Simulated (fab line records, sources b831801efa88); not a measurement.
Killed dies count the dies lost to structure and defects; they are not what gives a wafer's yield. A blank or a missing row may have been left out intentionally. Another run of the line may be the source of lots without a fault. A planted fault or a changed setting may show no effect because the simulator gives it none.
What tool caused it? + flow gf180mcu + 14 lots (42 wafers sampled), 1 step of a 602-step route

WHAT THE GAUGES READ, wafer by wafer
No reading from a measuring or inspecting step in the record can be judged against a usual standard deviation.

WHICH TOOL RAN EACH LOT (tool, then ch and the chambers of the sampled wafers, then the start)
| lot  | GF_STI_DEVELOP_11                |
|------|----------------------------------|
| L782 | litho-track-03 ch 0, day 2 01:29 |
| L785 | litho-track-01 ch 0, day 2 16:58 |
| L786 | litho-track-02 ch 0, day 2 22:19 |
| L787 | litho-track-02 ch 0, day 3 02:46 |
| L788 | litho-track-02 ch 0, day 3 08:07 |
| L789 | litho-track-03 ch 0, day 3 13:17 |
| L793 | litho-track-02 ch 0, day 4 10:07 |
| L794 | litho-track-02 ch 0, day 4 14:32 |
| L796 | litho-track-03 ch 0, day 5 03:28 |
| L797 | litho-track-01 ch 0, day 5 06:23 |
| L798 | litho-track-02 ch 0, day 5 11:38 |
| L799 | litho-track-02, day 5 16:37      |
| L800 | litho-track-01, day 5 20:58      |
| L802 | litho-track-03 ch 0, day 6 08:17 |
- GF_STI_DEVELOP_11: develop time 60 s.

WHAT THE TOOLS THEMSELVES READ (means of the sampled wafers that have a number; where no wafer has one, the mark that the record gives instead)
GF_STI_DEVELOP_11.
| lot  | tool           | chill-plate-temp-C (C) | developer-temp-C (C) |
|------|----------------|------------------------|----------------------|
| L782 | litho-track-03 | 22.85                  | 20.92                |
| L785 | litho-track-01 | 22.96                  | 21.15                |
| L786 | litho-track-02 | 23.11                  | 20.93                |
| L787 | litho-track-02 | 23.07                  | 20.93                |
| L788 | litho-track-02 | 22.97                  | 21.10                |
| L789 | litho-track-03 | 23.11                  | 20.99                |
| L793 | litho-track-02 | 22.98                  | 21.03                |
| L794 | litho-track-02 | 23.08                  | 20.92                |
| L796 | litho-track-03 | 23.06                  | 21.08                |
| L797 | litho-track-01 | 23.14                  | 20.99                |
| L798 | litho-track-02 | 22.95                  | 21.10                |
| L799 | litho-track-02 | -                      | -                    |
| L800 | litho-track-01 | -                      | -                    |
| L802 | litho-track-03 | 22.96                  | 20.95                |

THE ANSWER, worked out from the rows above alone
Rule: the usual values come from the lots themselves. Put in order of their means at a reading, lots are off if they are a third of the lots or fewer, leave a main group of 4 or more, and stand apart from it by a gap of 3 or more times the standard deviation of the main group's means; of several such gaps the widest counts. Not used: any main group whose means are identical at the precision the tables above print for the reading. A lot without any number at a reading at which 4 lots or more have one is off too. The other lots that the step has rows for count as sound. First the gauges in route order, then the tools' own readings, where a lot's mean is used as printed above. The first step at which some lot is off is used, and at that step the reading that is off furthest; a lot without a number counts as furthest.
Off at GF_STI_DEVELOP_11 (chill-plate-temp-C): L799, L800. Without a number there: L799, L800. Mean 23.02 C and standard deviation 0.083 in the main group.
A tool fits if, at that step or a process step before it, it ran every lot that is off, and no sound lot after the first of them. Of those tried, none fits.

WHAT THE SIMULATOR PUT IN
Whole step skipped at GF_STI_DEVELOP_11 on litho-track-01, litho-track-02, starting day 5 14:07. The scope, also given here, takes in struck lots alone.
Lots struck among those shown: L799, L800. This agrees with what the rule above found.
